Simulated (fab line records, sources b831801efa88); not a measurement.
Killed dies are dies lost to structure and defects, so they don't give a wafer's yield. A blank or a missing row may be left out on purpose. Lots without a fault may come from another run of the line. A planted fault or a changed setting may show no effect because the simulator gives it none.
Chamber matching | flow gf180mcu | GF_V5_CMP_26 on cmp-02: 4 sister chambers
The step polishes, stops on SiO2, t overpolish 15 s, target thk 0 nm. 16 wafers are shown with their chamber, then 8 later ones without.

WAFERS WITH THEIR CHAMBER
wafer  | chamber | motor_current_A (A) | time_to_endpoint_s (s) | overpolish_run_s (s)
L370.4 | 1       | 10.1                | 90                     | 14.998
L370.5 | 3       | 11.9                | 79                     | 15.001
L370.6 | 2       | 10.6                | 82                     | 15.002
L372.1 | 2       | 11.0                | 87                     | 14.997
L372.4 | 1       | 9.9                 | 91                     | 14.991
L372.5 | 0       | 10.4                | 89                     | 15.012
L374.2 | 1       | 9.4                 | 92                     | 15.010
L374.3 | 3       | 12.1                | 82                     | 15.004
L374.5 | 2       | 10.4                | 83                     | 15.011
L384.1 | 3       | 12.4                | 77                     | 15.010
L384.2 | 2       | 10.6                | 88                     | 14.988
L384.5 | 3       | 11.7                | 74                     | 15.005
L386.1 | 3       | 11.8                | 75                     | 14.995
L386.2 | 1       | 9.8                 | 88                     | 14.996
L386.6 | 0       | 10.7                | 85                     | 15.000
L389.1 | 3       | 12.3                | 83                     | 15.014

SIGNATURES (means of the wafers above)
reading            | chamber 0 | chamber 1 | chamber 2 | chamber 3 | scatter within a chamber
motor_current_A    | 10.550    | 9.800     | 10.650    | 12.033    | 0.272
time_to_endpoint_s | 87.00     | 90.25     | 85.00     | 78.33     | 3.03
overpolish_run_s   | 15.00600  | 14.99875  | 14.99950  | 15.00483  | 0.00799
Rule: a wafer's distance from a chamber is the root of the sum, over the readings, of the square of ((its reading less the chamber's mean) divided by the reading's scatter). The wafer belongs to the nearest chamber; if the next one is less than 2 further off, it can't be placed. The scatter: the root of (the sum of the squares of (reading less its chamber's mean) over the shown wafers, divided by (wafers less chambers)).

WAFERS WITHOUT THEIR CHAMBER
wafer  | motor_current_A (A) | time_to_endpoint_s (s) | overpolish_run_s (s)
L389.2 | 10.7                | 87                     | 14.994
L389.4 | 10.2                | 87                     | 15.002
L391.1 | 10.5                | 93                     | 14.986
L391.3 | 10.8                | 91                     | 14.989
L391.4 | 9.8                 | 91                     | 15.007
L392.3 | 11.1                | 89                     | 15.008
L392.4 | 9.9                 | 89                     | 14.991
L392.6 | 12.5                | 74                     | 15.001

WHICH CHAMBER EACH WENT THROUGH
wafer  | from the rows above          | in truth
L389.2 | can't be placed: 2 or 0      | 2
L389.4 | can't be placed: 0 or 2 or 1 | 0
L391.1 | can't be placed: 1 or 2 or 0 | 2
L391.3 | can't be placed: 2 or 0 or 1 | 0
L391.4 | can't be placed: 1 or 0      | 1
L392.3 | can't be placed: 0 or 2      | 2
L392.4 | can't be placed: 1 or 0      | 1
L392.6 | 3                            | 3
Placed correctly: 1 of 8. Can't be placed from these rows: 7 (the true chamber is among the candidates in 7). Placed wrongly: 0.
